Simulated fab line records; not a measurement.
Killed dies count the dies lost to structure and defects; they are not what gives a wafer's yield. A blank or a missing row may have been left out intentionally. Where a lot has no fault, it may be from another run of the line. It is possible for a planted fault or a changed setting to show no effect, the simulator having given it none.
Which tool was responsible? ; flow sky130 ; 6 lots with 18 wafers sampled at 2 steps, on a route of 708 steps

== WHAT THE GAUGES SHOWED, per wafer ==
SKY_SD_N_RS_MEAS_16: a four-point-probe measurement.
lot;measured;on;SD_N_RS (ohm/sq)
L934;day 27 22:23;film metro-02;68.71 68.56 68.59
L938;day 29 00:27;film metro-01;68.56 68.59 68.60
L942;day 30 14:13;film metro-02;68.85 68.91 68.70
L944;day 31 13:35;film metro-02;68.43 68.64 68.44
L946;day 31 23:08;film metro-01;63.14 63.28 63.25 63.32 63.25 63.19
L954;day 34 23:55;film metro-03;68.45 68.56 68.63

== WHICH TOOL RAN EACH LOT (tool, then ch and the chambers of the sampled wafers, then the start) ==
lot;SKY_SD_N_RTA_14
L934;rtp anneal-02 ch 0, day 27 22:12
L938;rtp anneal-01 ch 0, day 29 00:16
L942;rtp anneal-02 ch 0, day 30 14:02
L944;rtp anneal-02 ch 0, day 31 13:24
L946;rtp anneal-02 ch 0, day 31 22:57
L954;rtp anneal-01 ch 0, day 34 23:41
- SKY_SD_N_RTA_14: time 2 s.

== THE ANSWER, worked out from the rows above alone ==
Rule: what is usual is taken from the lots themselves. Put in order of their means at a reading, lots are off if they are a third of the lots or fewer, leave a main group of 4 or more, and stand apart from it by a gap of 3 or more times the standard deviation of the main group's means; of several such gaps the widest counts. The tables above print the reading to a certain number of digits; a main group whose means all agree to those digits is not used. A lot without any number at a reading at which 4 lots or more have one is off too. The other lots that the step has rows for count as sound.
Off: L946, seen at SKY_SD_N_RS_MEAS_16 (SD_N_RS). Main group: mean 68.61 ohm/sq, sd 0.11.
If a tool, at a process step before that reading, ran all the lots that are off and no sound lot after the first of them, it fits. Those tools and the gauges at SKY_SD_N_RS_MEAS_16 are tried in the same way. Can't be told from this: 2 tools fit, rtp anneal-02 at SKY_SD_N_RTA_14, film metro-01 at SKY_SD_N_RS_MEAS_16.

== WHAT THE SIMULATOR HAD PUT IN ==
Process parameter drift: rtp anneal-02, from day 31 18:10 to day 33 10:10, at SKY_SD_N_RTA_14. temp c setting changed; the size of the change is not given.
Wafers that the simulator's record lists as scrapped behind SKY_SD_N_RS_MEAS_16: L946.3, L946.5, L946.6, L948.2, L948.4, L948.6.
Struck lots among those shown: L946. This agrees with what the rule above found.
